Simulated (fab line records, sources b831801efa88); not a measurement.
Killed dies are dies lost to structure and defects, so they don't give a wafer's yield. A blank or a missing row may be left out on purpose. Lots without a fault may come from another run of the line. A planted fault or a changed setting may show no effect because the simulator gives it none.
Problem report in the 8D (eight disciplines) form, filled by code | flow sfq_line | the parts of the form that need people (team, actions taken, sign-off) are left out

1. THE PROBLEM
time_to_endpoint_s at SFQ_TRILAYER_I4_CMP_CMP_100 reads a mean of 116 s on 6 wafers of 2 lots; wafers without a fault read 215 s with a standard deviation of 9.5. That is -10 standard deviations from the usual mean.
The step: polishes SiO2.
First seen on wafer L179.4, day 46 09:52, on cmp-01. The record holds 42 wafers of 14 lots with a number at this step. Rule for "out", or "out of limits": more than 4 standard deviations from the usual mean. The other wafers with a number count as sound.

2. WHAT IT IS AND WHAT IT IS NOT
question                    | is                     | is not
which readings at this step | time_to_endpoint_s     | motor_current_A
which lots                  | L179, L182             | L169, L170, L171, L173, L174, L175, L176, L177, L178, L184, L191, L192
which wafers of those lots  | all that have a number | -
read on which tools         | cmp-01                 | cmp-02
when                        | from day 46 09:52      | up to then (27 sound wafers); but 9 sound wafers of L184, L191, L192 came after

3. SUSPECTS, AND WHAT RULES EACH OUT
Counting: a tool at a process step up to the reading stays a suspect if it ran every lot that is out and no sound lot after the first of them.
- cmp-01 at SFQ_TRILAYER_I4_CMP_CMP_100 (polishes SiO2): kept. It ran every lot that is out, first L179 (day 46 09:52), and no sound lot after that; its last sound lot up to then is L178 (day 45 20:23). Its own readings are out on those wafers: time_to_endpoint_s.
Left after counting: cmp-01 at SFQ_TRILAYER_I4_CMP_CMP_100.

4. THE CAUSE (what the simulator had put in)
Process parameter drift: cmp-01, from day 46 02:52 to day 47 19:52, at SFQ_TRILAYER_I4_CMP_CMP_100. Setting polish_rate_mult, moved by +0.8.
Counting left only this tool.

5. THE CHAIN OF EFFECTS, in route order
Each row: a reading whose mean over the struck wafers that have a number lies more than 3 standard deviations from the usual. Only readings for which the record gives a usual standard deviation are gone through. hours: the time from each lot's start at the first step in this table that gives one to its start at this step, as a median over the lots. sigmas: the change in usual standard deviations.
hours | step                        | reading            | usual | on struck wafers | change | sigmas
0     | SFQ_TRILAYER_I4_CMP_CMP_100 | time_to_endpoint_s | 215 s | 116              | -99    | -10
The process steps in it:
- SFQ_TRILAYER_I4_CMP_CMP_100: polishes SiO2.
Later measuring or inspecting steps at which every struck wafer that the step has a row for has a number for every such reading, and none has moved that far: SFQ_C5_OVL_MEAS_937.

6. WHAT WOULD HAVE CAUGHT IT SOONER
In this record the first reading out of limits was taken at day 46 09:52, 7 hours after the fault began at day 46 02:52.
